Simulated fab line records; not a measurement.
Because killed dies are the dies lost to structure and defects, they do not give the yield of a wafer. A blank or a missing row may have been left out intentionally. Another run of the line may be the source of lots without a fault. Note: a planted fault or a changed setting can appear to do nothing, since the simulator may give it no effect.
Code-filled problem report in 8D (eight disciplines) form | flow sky130 | the parts of the form that need people (team, actions taken, sign-off) are left out

== 1. THE PROBLEM ==
At SKY_VIA2_COAT_06, spin speed rpm averages 2675.2 rpm over 6 wafers from 2 lots, while fault-free wafers read 2999.8 rpm, standard deviation 2.1. That is -99 or more standard deviations from the usual mean.
The step: resist thk 60 nm.
The first sign was on wafer L404.2 at day 40 17:06, on litho track-01. The record has a number at this step for 30 wafers belonging to 10 lots. The rule behind "out" and "out of limits": a value lying over 4 standard deviations away from the usual mean. All remaining wafers that have a number are taken as sound.

== 2. WHAT IT IS; WHAT IT IS NOT ==
question                    | is                     | is not
which readings at this step | spin speed rpm         | -
which lots                  | L404, L408             | L393, L394, L395, L398, L402, L409, L410, L411
which wafers of those lots  | all that have a number | -
read on which tools         | litho track-01         | litho track-02, litho track-04
when                        | from day 40 17:06      | up to then (15 sound wafers); but 9 sound wafers of L409, L410, L411 came after

== 3. THE SUSPECTS, EACH WITH WHAT RULES IT OUT ==
Counting: a tool at a process step up to the reading stays a suspect if it ran every lot that is out and no sound lot after the first of them.
- cvd w-01 at SKY_VIA1_CVD_21 (deposits W, target thk 270 nm, time 80.902 s): ruled out as a lasting fault. Following L404 (day 39 03:02), the first lot on it that is out, the sound lots L411 were run on it.
- litho track-01 at SKY_VIA2_COAT_06 (resist thk 60 nm): kept. Every lot that is out went through it, starting with L404 (day 40 17:06), and after that it ran no sound lot; the last sound lot it ran before then is L402 (day 39 10:07). Its own spin speed rpm readings are out on those wafers.
Left after counting: litho track-01 at SKY_VIA2_COAT_06.

== 4. THE CAUSE (what the simulator had put in) ==
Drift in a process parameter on litho track-01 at SKY_VIA2_COAT_06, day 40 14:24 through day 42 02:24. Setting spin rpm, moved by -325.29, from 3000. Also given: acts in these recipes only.
Only this tool survived the counting.

== 5. THE CHAIN OF EFFECTS, in route order ==
Rows list readings where the struck wafers' mean (over those with a number) sits beyond 3 standard deviations from the usual. Readings are gone through only where the record gives a usual standard deviation; hours: the median, over the lots, of the time from a lot's start at the first step in this table giving one to that lot's start at this step; sigmas: the change measured in usual standard deviations.
hours | step             | reading        | usual      | on struck wafers | change | sigmas
0     | SKY_VIA2_COAT_06 | spin speed rpm | 2999.8 rpm | 2675.2           | -324.6 | -99 or more
12    | SKY_VIA2_ETCH_14 | oes product au | 0.857 a.u. | 0.883            | +0.026 | +5.4
Here are the process steps it includes:
- SKY_VIA2_COAT_06: resist thk 60 nm.
- SKY_VIA2_ETCH_14: etches BARC in N2/H2, stops on SiO2, time 45.9 s, target depth 60 nm.

== 6. HOW IT WOULD HAVE BEEN CAUGHT EARLIER ==
First out-of-limits reading in this record: day 40 17:06, which is 3 hours after fault onset at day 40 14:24.
